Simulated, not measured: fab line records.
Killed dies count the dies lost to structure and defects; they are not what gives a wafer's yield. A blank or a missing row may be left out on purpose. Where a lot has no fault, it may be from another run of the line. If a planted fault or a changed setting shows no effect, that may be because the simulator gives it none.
Problem report in the 8D (eight disciplines) form, filled by code / flow sky130 / the parts of the form that need people (team, actions taken, sign-off) are left out

1. WHAT IS WRONG
beamEnergyKeV at SKY_VT_ADJUST_HVTP_IMPLANT_09 reads a mean of 152.37 on 6 wafers of 2 lots; wafers without a fault read 150.00 with a standard deviation of 0.048. Relative to the usual mean, that is a shift of +49 standard deviations.
The first sign was on wafer L557.2 at day 8 16:11, on implanter-02. The record has a number at this step for 39 wafers belonging to 13 lots. The rule behind "out" and "out of limits": a value lying over 4 standard deviations away from the usual mean. Any other wafer with a number is counted as sound.

2. WHAT IT IS; WHAT IT IS NOT
question=which readings at this step | is=beamEnergyKeV | is not=-
question=which lots | is=L557, L561 | is not=L548, L549, L550, L553, L554, L555, L556, L567, L569, L570, L571
question=which wafers of those lots | is=all that have a number | is not=-
question=read on which tools | is=implanter-02 | is not=implanter-01, implanter-03
question=when | is=from day 8 16:11 | is not=up to then (21 sound wafers); but 12 sound wafers of L567, L569, L570, L571 came after

3. THE SUSPECTS, EACH WITH WHAT RULES IT OUT
Counting: any tool at a process step up to the reading is kept as a suspect provided that every lot that is out went through it and no sound lot did after the first of them.
- implanter-02 at SKY_VT_ADJUST_HVTP_IMPLANT_09: ruled out as a lasting fault. Following L557 (day 8 16:11), the first lot on it that is out, the sound lots L571 were run on it.
Left after counting: nothing in the record.

4. THE CAUSE (what the simulator had put in)
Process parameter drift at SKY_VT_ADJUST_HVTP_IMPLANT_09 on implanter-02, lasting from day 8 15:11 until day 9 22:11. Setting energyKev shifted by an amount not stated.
Counting ruled it out, wrongly.

5. THE CHAIN OF EFFECTS, in route order
Rows list readings where the struck wafers' mean (over those with a number) sits beyond 3 standard deviations from the usual. Only readings for which the record gives a usual standard deviation are gone through. hours: the time from each lot's start at the first step in this table that gives one to its start at this step, as a median over the lots. sigmas: the change in usual standard deviations.
hours=0; step=SKY_VT_ADJUST_HVTP_IMPLANT_09; reading=beamEnergyKeV; usual=150.00; on struck wafers=152.37; change=+2.37; sigmas=+49
Process steps it contains:
- SKY_VT_ADJUST_HVTP_IMPLANT_09
At these later measuring or inspecting steps, every struck wafer for which the step has a row has a number for every such reading, and none has moved that far: SKY_VT_ADJUST_HVTR_OVL_MEAS_08, SKY_SONOS_ONO_THK_MEAS_05.

6. WHAT WOULD HAVE CAUGHT IT SOONER
In this record the first reading out of limits was taken at day 8 16:11, 1 hour after the fault began at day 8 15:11.
